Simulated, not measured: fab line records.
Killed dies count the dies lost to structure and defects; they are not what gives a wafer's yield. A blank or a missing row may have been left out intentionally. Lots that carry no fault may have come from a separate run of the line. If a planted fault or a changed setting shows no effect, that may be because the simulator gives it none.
The tool behind it: which one?	flow gf180mcu	12 lots with 36 wafers sampled at 2 steps, on a route of 602 steps

## WHAT EACH GAUGE READ, for each wafer
GF_CONTACT_RS_MEAS_25: the measuring method here is four-point-probe.
lot	measured	on	CONTACT_W_RS (ohm/sq)
L075	day 16 07:55	film_metro-02	0.385 0.383 0.382
L077	day 17 06:19	film_metro-04	0.392 0.387 0.392
L079	day 17 23:24	film_metro-02	0.377 0.378 0.375
L081	day 19 00:07	film_metro-02	0.381 0.384 0.386
L083	day 19 08:51	film_metro-04	0.382 0.386 0.383
L085	day 20 06:40	film_metro-04	0.382 0.385 0.384
L087	day 20 20:43	film_metro-04	0.381 0.374 0.382
L089	day 21 18:52	film_metro-04	0.377 0.374 0.377
L091	day 22 09:07	film_metro-02	0.388 0.389 0.389
L093	day 22 21:51	film_metro-02	0.377 0.377 0.378
L095	day 23 19:04	film_metro-03	0.382 0.385 0.388
L097	day 24 11:23	film_metro-02	0.390 0.391 0.383

## WHAT TOOL EACH LOT RAN ON (gives the tool, then ch and the chambers of the sampled wafers, and finally the start)
lot	GF_CONTACT_ETCH_17
L075	rie_diel-02 ch 0,2, day 16 07:55 or earlier
L077	rie_diel-01 ch 0,1,3, day 17 06:19 or earlier
L079	rie_diel-01 ch 0,1,2, day 17 23:24 or earlier
L081	rie_diel-02 ch 0,1,2, day 19 00:07 or earlier
L083	rie_diel-01 ch 2,3, day 19 08:51 or earlier
L085	rie_diel-02 ch 1,2,3, day 20 06:40 or earlier
L087	rie_diel-02 ch 2,3, day 20 20:43 or earlier
L089	rie_diel-02 ch 0,2,3, day 21 18:52 or earlier
L091	rie_diel-02 ch 1,3, day 22 09:07 or earlier
L093	rie_diel-01 ch 0,2,3, day 22 21:51 or earlier
L095	rie_diel-04 ch 1,2, day 23 19:04 or earlier
L097	rie_diel-02 ch 0,2,3, day 24 11:23 or earlier
- GF_CONTACT_ETCH_17: etches SiO2 in C4F8/O2/Ar, stops on CoSi2, target depth 860 nm.

## THE ANSWER, worked out from the rows above alone
Rule: usual is defined by the lots themselves. The widest of any qualifying gaps counts: lots, ordered by their means at a reading, are off when they make up no more than a third of the lots, leave a main group of 4 or more, and stand apart from it by 3 or more times the standard deviation of that group's means. Not used: any main group whose means are identical at the precision the tables above print for the reading. A lot without any number at a reading at which 4 lots or more have one is off too. The other lots that the step has rows for count as sound.
No lot is off on any of the readings shown, so nothing can be concluded from this.

## WHAT THE SIMULATOR PUT IN
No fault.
